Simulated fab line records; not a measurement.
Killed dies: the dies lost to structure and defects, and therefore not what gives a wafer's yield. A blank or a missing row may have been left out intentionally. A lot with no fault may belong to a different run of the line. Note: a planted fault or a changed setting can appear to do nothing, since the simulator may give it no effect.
Split-lot trial || flow sky130 || route with 708 steps; 5 lots, 23 wafers read

THE SPLIT
At SKY_VT_ADJUST_LVTN_SOFTBAKE_03, the setting tempC was moved away from the recipe's 110 C on 8 of the 23 wafers read, by -1.4% to +1.8%. This setting was run at the recipe's value on the other wafers.

FROM THE SPLIT TO THE READING: what the file shows between them, 2 steps
- SKY_VT_ADJUST_LVTN_EXPOSE_04: exposes mask NWM COMPLEMENT LESS NATIVE, target cd 840 nm
- SKY_VT_ADJUST_LVTN_PEB_05

THE READING
coat_of_VT_ADJUST_LVTN_COAT_02.thkNm (the simulator's own value, which no gauge read), in nm, at SKY_VT_ADJUST_LVTN_DEVELOP_06 (develop time 60 s). There is no usual value for it anywhere in the file. Here, 15 wafers ran the recipe; their average is 2993 nm with a standard deviation of 9.6 nm.

{"wafer": "L075.1", "tool, chamber at the split": "lithoTrack-02, 0", "tempC as run, C": 110, "against the recipe": "recipe", "coat_of_VT_ADJUST_LVTN_COAT_02.thkNm, nm": 2983, "against lot-mates on the recipe": "-"}
{"wafer": "L075.2", "tool, chamber at the split": "lithoTrack-02, 0", "tempC as run, C": 108.5, "against the recipe": "-1.4%", "coat_of_VT_ADJUST_LVTN_COAT_02.thkNm, nm": 2997, "against lot-mates on the recipe": "+14"}
{"wafer": "L075.3", "tool, chamber at the split": "lithoTrack-02, 0", "tempC as run, C": 110, "against the recipe": "recipe", "coat_of_VT_ADJUST_LVTN_COAT_02.thkNm, nm": 2984, "against lot-mates on the recipe": "-"}
{"wafer": "L075.4", "tool, chamber at the split": "lithoTrack-02, 0", "tempC as run, C": 108.5, "against the recipe": "-1.4%", "coat_of_VT_ADJUST_LVTN_COAT_02.thkNm, nm": 2996, "against lot-mates on the recipe": "+12"}
{"wafer": "L075.6", "tool, chamber at the split": "lithoTrack-02, 0", "tempC as run, C": 108.5, "against the recipe": "-1.4%", "coat_of_VT_ADJUST_LVTN_COAT_02.thkNm, nm": 3007, "against lot-mates on the recipe": "+24"}
{"wafer": "L077.2", "tool, chamber at the split": "lithoTrack-01, 0", "tempC as run, C": 110, "against the recipe": "recipe", "coat_of_VT_ADJUST_LVTN_COAT_02.thkNm, nm": 2999, "against lot-mates on the recipe": "-"}
{"wafer": "L077.3", "tool, chamber at the split": "lithoTrack-01, 0", "tempC as run, C": 110, "against the recipe": "recipe", "coat_of_VT_ADJUST_LVTN_COAT_02.thkNm, nm": 2990, "against lot-mates on the recipe": "-"}
{"wafer": "L077.5", "tool, chamber at the split": "lithoTrack-01, 0", "tempC as run, C": 110, "against the recipe": "recipe", "coat_of_VT_ADJUST_LVTN_COAT_02.thkNm, nm": 2985, "against lot-mates on the recipe": "-"}
{"wafer": "L079.1", "tool, chamber at the split": "lithoTrack-04, 0", "tempC as run, C": 110, "against the recipe": "recipe", "coat_of_VT_ADJUST_LVTN_COAT_02.thkNm, nm": 3007, "against lot-mates on the recipe": "-"}
{"wafer": "L079.2", "tool, chamber at the split": "lithoTrack-04, 0", "tempC as run, C": 110, "against the recipe": "recipe", "coat_of_VT_ADJUST_LVTN_COAT_02.thkNm, nm": 3009, "against lot-mates on the recipe": "-"}
{"wafer": "L079.4", "tool, chamber at the split": "lithoTrack-04, 0", "tempC as run, C": 111.4, "against the recipe": "+1.3%", "coat_of_VT_ADJUST_LVTN_COAT_02.thkNm, nm": 2993, "against lot-mates on the recipe": -15}
{"wafer": "L079.5", "tool, chamber at the split": "lithoTrack-04, 0", "tempC as run, C": 111.4, "against the recipe": "+1.3%", "coat_of_VT_ADJUST_LVTN_COAT_02.thkNm, nm": 2999, "against lot-mates on the recipe": -9}
{"wafer": "L079.6", "tool, chamber at the split": "lithoTrack-04, 0", "tempC as run, C": 111.4, "against the recipe": "+1.3%", "coat_of_VT_ADJUST_LVTN_COAT_02.thkNm, nm": 2986, "against lot-mates on the recipe": -22}
{"wafer": "L081.1", "tool, chamber at the split": "lithoTrack-02, 0", "tempC as run, C": 110, "against the recipe": "recipe", "coat_of_VT_ADJUST_LVTN_COAT_02.thkNm, nm": 2985, "against lot-mates on the recipe": "-"}
{"wafer": "L081.2", "tool, chamber at the split": "lithoTrack-02, 0", "tempC as run, C": 110, "against the recipe": "recipe", "coat_of_VT_ADJUST_LVTN_COAT_02.thkNm, nm": 2988, "against lot-mates on the recipe": "-"}
{"wafer": "L081.4", "tool, chamber at the split": "lithoTrack-02, 0", "tempC as run, C": 110, "against the recipe": "recipe", "coat_of_VT_ADJUST_LVTN_COAT_02.thkNm, nm": 2988, "against lot-mates on the recipe": "-"}
{"wafer": "L081.6", "tool, chamber at the split": "lithoTrack-02, 0", "tempC as run, C": 110, "against the recipe": "recipe", "coat_of_VT_ADJUST_LVTN_COAT_02.thkNm, nm": 2988, "against lot-mates on the recipe": "-"}
{"wafer": "L081.3", "tool, chamber at the split": "lithoTrack-02, 0", "tempC as run, C": 110, "against the recipe": "recipe", "coat_of_VT_ADJUST_LVTN_COAT_02.thkNm, nm": 2983, "against lot-mates on the recipe": "-"}
{"wafer": "L085.1", "tool, chamber at the split": "lithoTrack-02, 0", "tempC as run, C": 112, "against the recipe": "+1.8%", "coat_of_VT_ADJUST_LVTN_COAT_02.thkNm, nm": 2984, "against lot-mates on the recipe": -20}
{"wafer": "L085.2", "tool, chamber at the split": "lithoTrack-02, 0", "tempC as run, C": 110, "against the recipe": "recipe", "coat_of_VT_ADJUST_LVTN_COAT_02.thkNm, nm": 3000, "against lot-mates on the recipe": "-"}
{"wafer": "L085.4", "tool, chamber at the split": "lithoTrack-02, 0", "tempC as run, C": 110, "against the recipe": "recipe", "coat_of_VT_ADJUST_LVTN_COAT_02.thkNm, nm": 3005, "against lot-mates on the recipe": "-"}
{"wafer": "L085.5", "tool, chamber at the split": "lithoTrack-02, 0", "tempC as run, C": 112, "against the recipe": "+1.8%", "coat_of_VT_ADJUST_LVTN_COAT_02.thkNm, nm": 2988, "against lot-mates on the recipe": -16}
{"wafer": "L085.6", "tool, chamber at the split": "lithoTrack-02, 0", "tempC as run, C": 110, "against the recipe": "recipe", "coat_of_VT_ADJUST_LVTN_COAT_02.thkNm, nm": 3008, "against lot-mates on the recipe": "-"}

FIT RESULTS
A straight line over all 23 wafers: coat_of_VT_ADJUST_LVTN_COAT_02.thkNm changes by -3.46 nm for each +1% of tempC; r = -0.33; the points scatter about the line by 8.7 nm.
The same after taking each lot's own level away (the mean of its wafers on the recipe; 23 wafers): -11.3 nm for each +1%; r = -0.93; scatter 4 nm.
According to that fit, moving tempC by its largest amount changes the reading by 21 nm.
Measured against the standard deviation above, the lots' own levels, which go from 2983.5 to 3008.0 nm, span 2.5 times it.
So the lot-to-lot level blurs the effect unless lot-mates are compared.
Check: with one of the wafers moved furthest among these (+1.8%) left out of the fit, the line predicts -20.4 nm for it against its lot-mates. It came out at -20.3 nm against them.

FURTHER SPLITS ON THESE WAFERS
Note: prior to the reading, these wafers also went through further splits. Each is held against what the fit with the lots' levels taken away leaves over:
{"other split on the same wafers": "SKY_FIELD_ISO_OXIDATION_01 oxTimeS", "wafers away from the commonest value": 13, "r with coat_of_VT_ADJUST_LVTN_COAT_02.thkNm (lot level and that fit taken away)": "+0.06"}
{"other split on the same wafers": "SKY_FIELD_ISO_ETCH_14 sourceW", "wafers away from the commonest value": 8, "r with coat_of_VT_ADJUST_LVTN_COAT_02.thkNm (lot level and that fit taken away)": "+0.16"}
{"other split on the same wafers": "SKY_FIELD_ISO_OXIDATION_22 tempC", "wafers away from the commonest value": 15, "r with coat_of_VT_ADJUST_LVTN_COAT_02.thkNm (lot level and that fit taken away)": "+0.10"}
{"other split on the same wafers": "SKY_NWELL_OXIDATION_01 oxTimeS", "wafers away from the commonest value": 18, "r with coat_of_VT_ADJUST_LVTN_COAT_02.thkNm (lot level and that fit taken away)": -0.09}
{"other split on the same wafers": "SKY_DNWELL_COAT_02 spinRpm", "wafers away from the commonest value": 9, "r with coat_of_VT_ADJUST_LVTN_COAT_02.thkNm (lot level and that fit taken away)": -0.12}
{"other split on the same wafers": "SKY_PWDE_IMPLANT_08 energyKev", "wafers away from the commonest value": 7, "r with coat_of_VT_ADJUST_LVTN_COAT_02.thkNm (lot level and that fit taken away)": -0.03}
{"other split on the same wafers": "SKY_NWELL_COAT_05 resistThkNm", "wafers away from the commonest value": 9, "r with coat_of_VT_ADJUST_LVTN_COAT_02.thkNm (lot level and that fit taken away)": -0.10}
{"other split on the same wafers": "SKY_NWELL_COAT_18 resistThkNm", "wafers away from the commonest value": 11, "r with coat_of_VT_ADJUST_LVTN_COAT_02.thkNm (lot level and that fit taken away)": -0.01}
{"other split on the same wafers": "SKY_NWELL_IMPLANT_24 doseCm2", "wafers away from the commonest value": 11, "r with coat_of_VT_ADJUST_LVTN_COAT_02.thkNm (lot level and that fit taken away)": "+0.17"}

THE FILE'S OWN FIT
coat_of_VT_ADJUST_LVTN_COAT_02.thkNm changes by -11.1 nm for each +1% of tempC, r = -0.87.
